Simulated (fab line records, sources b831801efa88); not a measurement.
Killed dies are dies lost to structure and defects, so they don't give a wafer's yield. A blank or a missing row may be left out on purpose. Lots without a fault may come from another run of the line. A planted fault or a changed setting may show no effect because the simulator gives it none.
fab line records | flow sky130
record lots=13 wafers=39 last_day=50
route steps=708 shown POLY_GATE@235 LDD_N@254 LDD_HVN@275 LDD_HVP@285
lots that met no fault: from a run of the same line without faults
start_h: hours from the record's first day to the start of the lot's first wafer shown | wait_h: hours since the lot's step before | " the same as in the row above | L1.1+2: a row that stands for several wafers | - no value, or no start given | * or withheld: withheld | < > ~ a bound
route shown NAME@n: a module of which the file shows steps, and the number in the route of the first | usual: mean/standard deviation of fault-free wafers | same: alike in all rows | chamber/n: place in a boat | sites: the reading at each site | _std_site: their standard deviation | _edge_site: outer sites' mean less inner sites' | radius_mm: how far each site lies from the wafer's centre | mask NAME#n: copy n | behind: the tool/chamber that last shaped the wafer | hold: why the lot was held/for how many hours/how that ended | device: the transistor (n, p or np) that didn't switch | end of line: the same wafers' tests at the end of the route | a step without rows: its recipe alone | killed: dies lost to structure and defects at the first sort, not the wafer's yield | map: a wafer's dies, x killed, . not, _ none there
set.NAME: the setting as run; set.NAME@STEP: as run at that earlier step | model.NAME: the simulator's own value behind a step, which no gauge read
steps of the route over a sample of lots; a table a step, a row a wafer
services: from which hour (start_h, from the record's first day; less than 0 if before it) a tool's chamber was out of use, for how many hours, and why
## steps
# step SKY_POLY_GATE_THK_MEAS_21
# recipe reads=SiO2_of_POLY_GATE_OXIDATION_20
# usual POLY_GATE_OXIDATION_THK=4.00/0.088
# columns lot.wafer tool chamber start_h wait_h POLY_GATE_OXIDATION_THK[nm]
L174.3 film_metro-01 - 388.95 0.0 3.96
L174.4 " - " " 3.96
L174.5 " - " " 3.94
L178.2 film_metro-03 - 444.36 0.0 4.19
L178.5 " - " " 4.13
L178.6 " - " " 4.18
L180.1 film_metro-02 - 452.89 0.0 3.93
L180.2 " - " " 4.02
L180.4 " - " " 3.98
L181.3 film_metro-01 - 455.88 0.0 4.00
L181.5 " - " " 4.08
L181.6 " - " " 4.06
L182.1 film_metro-03 - 465.85 0.0 3.91
L182.5 " - " " 3.93
L182.6 " - " " 3.96
L186.1 film_metro-03 - 501.81 0.0 4.07
L186.3 " - " " 3.94
L186.5 " - " " 3.97
L188.3 film_metro-03 - 523.28 0.0 3.98
L188.4 " - " " 4.05
L188.6 " - " " 4.11
L189.3 film_metro-02 - 528.87 0.0 4.01
L189.4 " - " " 3.99
L189.6 " - " " 4.03
L190.1 film_metro-02 - 529.64 0.0 3.97
L190.5 " - " " 3.91
L190.6 " - " " 3.92
L191.2 film_metro-02 - 538.20 0.0 3.95
L191.4 " - " " 4.07
L191.6 " - " " 4.03
L192.3 film_metro-01 - 548.36 0.0 3.92
L192.5 " - " " 3.97
L192.6 " - " " 3.80
L193.2 film_metro-01 - 549.96 0.0 3.86
L193.4 " - " " 3.90
L193.6 " - " " 3.92
L195.1 film_metro-02 - 571.64 0.0 3.97
L195.3 " - " " 4.04
L195.5 " - " " 3.98
# step SKY_LDD_N_TW_MEAS_17
# usual LDD_N_TW=2595/12
# columns lot.wafer tool chamber start_h wait_h LDD_N_TW
L174.3 film_metro-01 - 420.13 0.1 2595
L174.4 " - " " 2599
L174.5 " - " " 2596
L178.2 film_metro-01 - 476.80 0.1 2575
L178.5 " - " " 2573
L178.6 " - " " 2595
L180.1 film_metro-04 - 484.51 0.1 2603
L180.2 " - " " 2612
L180.4 " - " " 2607
L181.3 film_metro-04 - 486.96 0.1 2606
L181.5 " - " " 2611
L181.6 " - " " 2599
L182.1 film_metro-04 - 497.74 0.1 2604
L182.5 " - " " 2612
L182.6 " - " " 2617
L186.1 film_metro-04 - 533.21 0.1 2601
L186.3 " - " " 2606
L186.5 " - " " 2603
L188.3 film_metro-04 - 553.91 0.1 2608
L188.4 " - " " 2605
L188.6 " - " " 2612
L189.3 film_metro-01 - 560.16 0.1 2580
L189.4 " - " " 2577
L189.6 " - " " 2562
L190.1 film_metro-04 - 560.34 0.1 2609
L190.5 " - " " 2605
L190.6 " - " " 2603
L191.2 film_metro-02 - 569.02 0.1 2598
L191.4 " - " " 2591
L191.6 " - " " 2599
L192.3 film_metro-04 - 578.98 0.1 2615
L192.5 " - " " 2588
L192.6 " - " " 2615
L193.2 film_metro-01 - 580.80 0.1 2588
L193.4 " - " " 2596
L193.6 " - " " 2585
L195.1 film_metro-04 - 602.54 0.1 2598
L195.3 " - " " 2602
L195.5 " - " " 2595
# step SKY_LDD_HVN_IMPLANT_08
# recipe species=P energy_kev=60 dose_cm2=3e+13 tilt_deg=40
# usual beam_on_s=10.00/0.2 dose_ions_cm2=3e+13/3e+10 end_station_pressure_torr=5.14e-06/2.7e-07 faraday_current_uA=169/3.2
# columns lot.wafer tool chamber start_h wait_h beam_on_s dose_ions_cm2 end_station_pressure_torr faraday_current_uA
L174.3 implanter-03 0 482.04 0.1 9.90 3.005e+13 5.23e-06 171
L174.4 " 0 " " 10.25 3.004e+13 4.94e-06 164
L174.5 " 0 " " 10.42 3e+13 4.61e-06 163
L178.2 implanter-04 0 538.61 0.0 10.05 2.0979e+14 5.98e-06 1179
L178.5 " 0 " " 9.74 2.0983e+14 6.11e-06 1211
L178.6 " 0 " " 9.94 2.0982e+14 6.68e-06 1190
L180.1 implanter-04 0 545.14 0.0 9.99 2.0987e+14 6.1e-06 1186
L180.2 " 0 " " 9.82 2.099e+14 5.94e-06 1203
L180.4 " 0 " " 9.89 2.0986e+14 6.02e-06 1194
L181.3 implanter-02 0 546.91 0.1 9.89 3.003e+13 5.22e-06 170
L181.5 " 0 " " 10.33 2.995e+13 5.12e-06 164
L181.6 " 0 " " 9.97 2.997e+13 4.83e-06 170
L182.1 implanter-02 0 558.04 0.0 10.08 3.003e+13 5.46e-06 168
L182.5 " 0 " " 10.10 3e+13 4.98e-06 169
L182.6 " 0 " " 9.80 2.999e+13 5.54e-06 172
L186.1 implanter-02 0 592.49 0.0 10.20 3.001e+13 4.96e-06 165
L186.3 " 0 " " 9.80 2.997e+13 5.11e-06 172
L186.5 " 0 " " 10.01 3.005e+13 5.55e-06 168
L188.3 implanter-02 0 612.54 0.1 10.09 2.998e+13 4.83e-06 167
L188.4 " 0 " " 10.01 2.996e+13 4.59e-06 169
L188.6 " 0 " " 9.87 2.997e+13 5.12e-06 171
L189.3 implanter-04 0 619.31 0.1 9.95 3.003e+13 5.15e-06 170
L189.4 " 0 " " 10.13 3.006e+13 5.26e-06 167
L189.6 " 0 " " 9.96 2.999e+13 5.44e-06 169
L190.1 implanter-03 0 619.59 0.0 10.23 3.002e+13 4.78e-06 166
L190.5 " 0 " " 10.09 3.004e+13 4.61e-06 168
L190.6 " 0 " " 9.90 3.007e+13 4.71e-06 171
L191.2 implanter-03 0 627.98 0.0 9.68 3e+13 5.65e-06 174
L191.4 " 0 " " 9.90 2.993e+13 5.58e-06 171
L191.6 " 0 " " 9.97 2.995e+13 5.04e-06 170
L192.3 implanter-03 0 637.24 0.1 10.10 2.997e+13 5.38e-06 167
L192.5 " 0 " " 10.28 3.001e+13 5.11e-06 165
L192.6 " 0 " " 10.29 3e+13 4.64e-06 164
L193.2 implanter-02 0 638.72 0.0 10.07 2.995e+13 5.23e-06 168
L193.4 " 0 " " 9.68 2.997e+13 5.26e-06 174
L193.6 " 0 " " 10.28 2.998e+13 4.72e-06 165
L195.1 implanter-04 0 660.29 0.0 9.79 2.995e+13 5.29e-06 172
L195.3 " 0 " " 10.08 3.002e+13 4.83e-06 168
L195.5 " 0 " " 9.95 2.998e+13 5.61e-06 171
# step SKY_LDD_HVN_TW_MEAS_10
# usual LDD_HVN_TW=1452/11
# columns lot.wafer tool chamber start_h wait_h LDD_HVN_TW
L174.3 film_metro-02 - 482.26 0.1 1446
L174.4 " - " " 1438
L174.5 " - " " 1448
L178.2 film_metro-03 - 538.85 0.1 2687
L178.5 " - " " 2681
L178.6 " - " " 2680
L180.1 film_metro-02 - 545.39 0.1 2665
L180.2 " - " " 2644
L180.4 " - " " 2644
L181.3 film_metro-01 - 547.13 0.1 1445
L181.5 " - " " 1444
L181.6 " - " " 1438
L182.1 film_metro-03 - 558.29 0.1 1460
L182.5 " - " " 1471
L182.6 " - " " 1459
L186.1 film_metro-03 - 592.74 0.1 1469
L186.3 " - " " 1468
L186.5 " - " " 1453
L188.3 film_metro-02 - 612.76 0.1 1453
L188.4 " - " " 1447
L188.6 " - " " 1456
L189.3 film_metro-03 - 619.53 0.1 1463
L189.4 " - " " 1458
L189.6 " - " " 1455
L190.1 film_metro-03 - 619.84 0.1 1461
L190.5 " - " " 1461
L190.6 " - " " 1460
L191.2 film_metro-02 - 628.22 0.1 1456
L191.4 " - " " 1453
L191.6 " - " " 1444
L192.3 film_metro-02 - 637.46 0.1 1442
L192.5 " - " " 1449
L192.6 " - " " 1451
L193.2 film_metro-02 - 639.05 0.2 1435
L193.4 " - " " 1443
L193.6 " - " " 1445
L195.1 film_metro-01 - 660.54 0.1 1441
L195.3 " - " " 1438
L195.5 " - " " 1442
# step SKY_LDD_HVP_OVL_MEAS_07
# usual LDD_HVP_OVL=-1.2/1.2
# columns lot.wafer tool chamber start_h wait_h LDD_HVP_OVL[nm]
L174.3 overlay-02 - 512.32 0.1 -0.8
L174.4 " - " " -2.1
L174.5 " - " " -2.6
L178.2 overlay-01 - 568.26 0.1 -1.2
L178.5 " - " " -0.5
L178.6 " - " " 0.4
L180.1 overlay-01 - 575.30 0.1 -3.8
L180.2 " - " " -3.4
L180.4 " - " " -1.7
L181.3 overlay-01 - 576.67 0.1 -1.6
L181.5 " - " " -1.5
L181.6 " - " " -0.7
L182.1 overlay-02 - 587.31 0.1 -0.6
L182.5 " - " " 1.1
L182.6 " - " " -1.4
L186.1 overlay-01 - 621.70 0.1 -1.6
L186.3 " - " " -0.5
L186.5 " - " " 0.6
L188.3 overlay-01 - 641.91 0.1 -0.6
L188.4 " - " " -1.1
L188.6 " - " " -1.9
L189.3 overlay-01 - 647.81 0.1 -1.8
L189.4 " - " " -0.7
L189.6 " - " " -0.9
L190.1 overlay-01 - 648.10 0.1 -1.2
L190.5 " - " " 0.0
L190.6 " - " " -0.3
L191.2 overlay-02 - 655.36 0.1 -0.8
L191.4 " - " " 0.1
L191.6 " - " " 0.9
L192.3 overlay-02 - 664.77 0.1 0.7
L192.5 " - " " -0.8
L192.6 " - " " -3.4
L193.2 overlay-01 - 666.76 0.1 -0.1
L193.4 " - " " 0.3
L193.6 " - " " -0.7
L195.1 overlay-02 - 687.61 0.1 -1.4
L195.3 " - " " -1.0
L195.5 " - " " -0.9
## services
# columns tool chamber start_h hours kind
implanter-03 - 463.14 6.4 pm
implanter-03 - 488.95 31.2 pm
implanter-02 - 525.40 15.2 pm
implanter-03 - 586.35 3.5 repair
implanter-04 - 628.81 15.2 pm
implanter-02 - 633.63 0.7 repair
implanter-02 - 639.73 3.6 repair
implanter-02 - 643.03 6.1 repair
implanter-04 - 644.05 3.3 pm
implanter-04 - 647.73 4.0 pm
## key
first_sign step=SKY_LDD_HVN_IMPLANT_08 reading=dose_ions_cm2 direction=up sigmas=99+ usual=* struck=*
effect step=SKY_LDD_HVN_IMPLANT_08 reading=faraday_current_uA direction=up sigmas=99+ usual=169 struck=1194
effect step=SKY_LDD_HVN_TW_MEAS_10 reading=LDD_HVN_TW direction=up sigmas=99+ usual=1452 struck=2667
met_at SKY_LDD_HVN_IMPLANT_08
struck_lots L178,L180
tester_left_out L178,L180
not_acting_at SKY_POLY_GATE_THK_MEAS_21,SKY_LDD_N_TW_MEAS_17,SKY_LDD_HVP_OVL_MEAS_07
fault kind=process_parameter_drift tool=implanter-04 chamber=- onset_h=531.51 steps=SKY_LDD_HVN_IMPLANT_08 channel=dose_cm2 offset=* shape=step end_h=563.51 acts_in=* stated=*
# tester_left_out: of these lots the tester's yield and bins aren't shown, on N5 and GAA mostly nor the transistor test; their killed dies are dies lost to structure and defects alone, not to doping, threshold or leakage, so they don't give the yield
